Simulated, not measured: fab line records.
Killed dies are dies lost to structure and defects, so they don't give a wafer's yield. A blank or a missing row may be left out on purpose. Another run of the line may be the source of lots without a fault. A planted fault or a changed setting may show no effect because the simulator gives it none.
One fault through the eyes of 2 desks || flow gf180mcu || numbers are kept per desk, each desk with only its own; the story behind them comes last

== AT THE TOOL OWNER'S DESK: litho-track-04 ==
The tool's own readings at GF_POLY_GATE_PEB_08 (peb time 90 s): means of the sampled wafers that have a number, for each lot that ran on this tool. The brackets show how far a lot's mean lies from the usual mean; more than 4 standard deviations puts the lot out of limits, marked OUT.
Columns: A = chill-plate-temp-C at GF_POLY_GATE_PEB_08, usual 22.98 C; B = heater-power-total-W at GF_POLY_GATE_PEB_08, usual 85.68 W
{"lot": "L650", "first seen here": "day 9 12:29", "A": 22.98, "B": 85.73}
{"lot": "L651", "first seen here": "day 9 17:43", "A": 22.92, "B": 85.69}
{"lot": "L654", "first seen here": "day 10 18:27", "A": 22.99, "B": 85.71}
{"lot": "L656", "first seen here": "day 11 03:14", "A": 23.07, "B": 85.73}
{"lot": "L657", "first seen here": "day 11 08:06", "A": 23.07, "B": 85.70}
{"lot": "L658", "first seen here": "day 11 18:49", "A": 23.11, "B": 85.65}
{"lot": "L659", "first seen here": "day 12 01:22", "A": 22.92, "B": 85.69}
{"lot": "L668", "first seen here": "day 15 05:50", "A": 22.94, "B": "86.06 (+4.5) OUT"}
{"lot": "L669", "first seen here": "day 15 07:44", "A": 22.96, "B": 85.98}
This desk's verdict: out of limits on L668, starting with L668 at day 15 05:50 (heater-power-total-W at GF_POLY_GATE_PEB_08). L650, L651, L654, L656, L657, L658, L659, L669 stayed within limits.

== THE METROLOGY DESK ==
Means of the sampled wafers that have a number, per lot and without regard to the tool the lot ran on: this is what the gauges read. The brackets show how far a lot's mean lies from the usual mean; more than 4 standard deviations puts the lot out of limits, marked OUT.
Columns: A = MVSD_OVL at GF_MVSD_OVL_MEAS_07, usual -0.1 nm; B = VT_IMPLANT_3_TW at GF_VT_IMPLANT_TW_MEAS_32, usual 270.6; C = VT_IMPLANT_03_OVL at GF_VT_IMPLANT_OVL_MEAS_40, usual -0.2 nm
{"lot": "L650", "first seen here": "day 4 15:37", "A": 0.6, "B": 270.6, "C": -0.1}
{"lot": "L651", "first seen here": "day 5 00:13", "A": -0.2, "B": 271.8, "C": -0.3}
{"lot": "L652", "first seen here": "day 5 04:49", "A": 0.8, "B": 271.2, "C": -2.2}
{"lot": "L653", "first seen here": "day 5 09:53", "A": -1.8, "B": 271.4, "C": 1.8}
{"lot": "L654", "first seen here": "day 5 16:13", "A": 1.5, "B": 270.6, "C": 0.0}
{"lot": "L656", "first seen here": "day 6 02:37", "A": 0.6, "B": 270.3, "C": -0.3}
{"lot": "L657", "first seen here": "day 6 07:16", "A": -2.0, "B": 271.3, "C": -0.9}
{"lot": "L658", "first seen here": "day 6 12:54", "A": 0.3, "B": 272.4, "C": -1.2}
{"lot": "L659", "first seen here": "day 6 19:16", "A": -0.1, "B": 267.8, "C": 0.5}
{"lot": "L668", "first seen here": "day 9 08:20", "A": 0.5, "B": 268.3, "C": 1.5}
{"lot": "L669", "first seen here": "day 9 08:29", "A": 0.6, "B": 272.5, "C": -1.7}
{"lot": "L670", "first seen here": "day 9 18:53", "A": -0.7, "B": 269.1, "C": 0.4}
{"lot": "L671", "first seen here": "day 9 19:14", "A": -1.6, "B": 268.9, "C": 1.4}
{"lot": "L672", "first seen here": "day 10 00:02", "A": -1.0, "B": 273.0, "C": -0.3}
This desk's verdict: no lot among the 14 shows anything out of limits.

== TAKEN TOGETHER ==
The tool owner's desk could have raised an alarm at day 15 05:50, on L668.
The metrology desk saw nothing out of limits.
The metrology desk holds a record of L668, inside its limits.
Every lot named ran GF_POLY_GATE_PEB_08 on litho-track-04.

== WHAT HAD BEEN PUT IN BY THE SIMULATOR ==
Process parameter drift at GF_POLY_GATE_PEB_08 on litho-track-04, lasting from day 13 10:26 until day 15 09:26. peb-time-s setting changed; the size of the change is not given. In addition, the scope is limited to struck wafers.
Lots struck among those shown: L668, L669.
Delay in hours, fault start to first out-of-limits reading, by desk: the tool owner's desk at 43.
